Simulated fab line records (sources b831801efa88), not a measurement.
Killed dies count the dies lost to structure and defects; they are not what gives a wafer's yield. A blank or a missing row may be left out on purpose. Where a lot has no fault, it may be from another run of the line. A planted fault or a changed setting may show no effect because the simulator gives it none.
One fault seen from 2 desks / flow gf180mcu / numbers are kept per desk, each desk with only its own; the story behind them comes last

THE METROLOGY DESK
What the gauges read for every lot (on any tool): the sampled wafers with a number, averaged. The brackets show how far a lot's mean lies from the usual mean; more than 4 standard deviations puts the lot out of limits, marked OUT.
Columns: A = V4_BOW at GF_V4_BOW_MEAS_05, usual 135 um
lot=L824; first seen here=day 23 10:04; A=128
lot=L827; first seen here=day 24 18:37; A=147
lot=L828; first seen here=day 25 09:02; A=138
lot=L829; first seen here=day 25 13:29; A=142
lot=L831; first seen here=day 26 00:38; A=136
lot=L833; first seen here=day 26 13:34; A=136
lot=L834; first seen here=day 27 01:43; A=132
lot=L836; first seen here=day 27 13:28; A=127
lot=L837; first seen here=day 27 19:30; A=132
lot=L838; first seen here=day 28 09:56; A=130
lot=L840; first seen here=day 28 19:47; A=144
lot=L842; first seen here=day 29 09:23; A=145
lot=L847; first seen here=day 30 16:23; A=137
This desk found nothing out of limits on any of the 13 lots.

FOR THE TOOL OWNER'S DESK: cmp-02
The tool's own readings at GF_V4_CMP_04 (polishes SiO2): means of the sampled wafers that have a number, for each lot that ran on this tool. The brackets show how far a lot's mean lies from the usual mean; more than 4 standard deviations puts the lot out of limits, marked OUT.
Columns: A = edge_zone_pressure_frac at GF_V4_CMP_04, usual 0.999; B = motor_current_A at GF_V4_CMP_04, usual 11.8 A; C = time_to_endpoint_s at GF_V4_CMP_04, usual 82 s
lot=L827; first seen here=day 24 18:19; A=0.996; B=12.5; C=82
lot=L829; first seen here=day 25 13:12; A=0.998; B=12.1; C=81
lot=L831; first seen here=day 26 00:26; A=0.996; B=11.7; C=79
lot=L836; first seen here=day 27 13:10; A=1.000; B=11.3; C=77
lot=L837; first seen here=day 27 19:12; A=1.000; B=11.7; C=42 (-6.8) OUT
lot=L840; first seen here=day 28 19:31; A=0.999; B=11.7; C=18 (-11) OUT
lot=L842; first seen here=day 29 09:04; A=1.003; B=11.5; C=45 (-6.3) OUT
Finding of this desk: L837, L840, L842 out of limits; the first was L837 at day 27 19:12, on time_to_endpoint_s at GF_V4_CMP_04. In limits: L827, L829, L831, L836.

ALL TOGETHER
On L837, L840, L842, at day 27 19:12, an alarm was possible from the tool owner's desk.
Metrology desk: nothing out of limits seen.
The metrology desk holds a record of L837, L840, L842, inside its limits.
On cmp-02, each named lot ran GF_V4_CMP_04.

WHAT THE SIMULATOR PUT IN
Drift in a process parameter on cmp-02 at GF_V4_CMP_04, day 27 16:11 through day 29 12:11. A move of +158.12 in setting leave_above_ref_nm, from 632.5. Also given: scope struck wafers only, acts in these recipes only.
Struck lots among those shown: L837, L840, L842.
Each desk's first reading out of limits, in hours after the fault started: the tool owner's desk, 3.
